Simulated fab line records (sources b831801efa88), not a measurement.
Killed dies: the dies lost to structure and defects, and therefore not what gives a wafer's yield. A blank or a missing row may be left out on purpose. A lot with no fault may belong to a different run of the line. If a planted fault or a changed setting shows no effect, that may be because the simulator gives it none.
The tool behind it: which one? + flow gf180mcu + 11 lots with 33 wafers sampled at 2 steps, on a route of 602 steps

== WHAT THE GAUGES SHOWED, per wafer ==
GF_MVSD_TW_MEAS_11.
| lot  | measured    | on            | MVSD_TW        |
|------|-------------|---------------|----------------|
| L635 | day 4 13:53 | film metro-04 | 1566 1569 1567 |
| L636 | day 4 16:53 | film metro-04 | 1563 1566 1556 |
| L637 | day 4 22:27 | film metro-01 | 1589 1593 1598 |
| L638 | day 5 06:49 | film metro-01 | 1594 1590 1585 |
| L639 | day 5 12:32 | film metro-03 | 1575 1580 1576 |
| L640 | day 5 17:08 | film metro-01 | 1582 1584 1578 |
| L641 | day 5 23:22 | film metro-03 | 1582 1574 1564 |
| L642 | day 6 06:04 | film metro-04 | 1548 1552 1557 |
| L648 | day 7 20:32 | film metro-03 | 1591 1592 1589 |
| L650 | day 8 01:53 | film metro-04 | 2373 2365 2380 |
| L651 | day 8 08:24 | film metro-01 | 2407 2409 2408 |

== TOOL THAT RAN EACH LOT (tool first, then ch and the chambers of the sampled wafers, then the start) ==
| lot  | GF_MVSD_IMPLANT_08             |
|------|--------------------------------|
| L635 | implanter-02 ch 0, day 4 13:29 |
| L636 | implanter-04 ch 0, day 4 16:29 |
| L637 | implanter-02 ch 0, day 4 22:04 |
| L638 | implanter-03 ch 0, day 5 06:25 |
| L639 | implanter-03 ch 0, day 5 12:08 |
| L640 | implanter-03 ch 0, day 5 16:44 |
| L641 | implanter-03 ch 0, day 5 22:59 |
| L642 | implanter-02 ch 0, day 6 05:40 |
| L648 | implanter-02 ch 0, day 7 20:08 |
| L650 | implanter-03 ch 0, day 8 01:29 |
| L651 | implanter-02 ch 0, day 8 08:01 |
- GF_MVSD_IMPLANT_08

== THE ANSWER, worked out from the rows above alone ==
Rule: the usual values come from the lots themselves. The widest of any qualifying gaps counts: lots, ordered by their means at a reading, are off when they make up no more than a third of the lots, leave a main group of 4 or more, and stand apart from it by 3 or more times the standard deviation of that group's means. A main group whose means are all the same, to the digits that the tables above print for the reading, isn't used. Also off: a lot with no number at a reading for which 4 or more lots have one. The other lots that the step has rows for count as sound.
Off: at GF_MVSD_TW_MEAS_11 (MVSD_TW), L650, L651. For the main group the mean is 1576 and the standard deviation 13.
If a tool, at a process step before that reading, ran all the lots that are off and no sound lot after the first of them, it fits. Gauges at GF_MVSD_TW_MEAS_11: tried the same way as those tools. Of those tried, none fits.

== WHAT WAS PUT IN BY THE SIMULATOR ==
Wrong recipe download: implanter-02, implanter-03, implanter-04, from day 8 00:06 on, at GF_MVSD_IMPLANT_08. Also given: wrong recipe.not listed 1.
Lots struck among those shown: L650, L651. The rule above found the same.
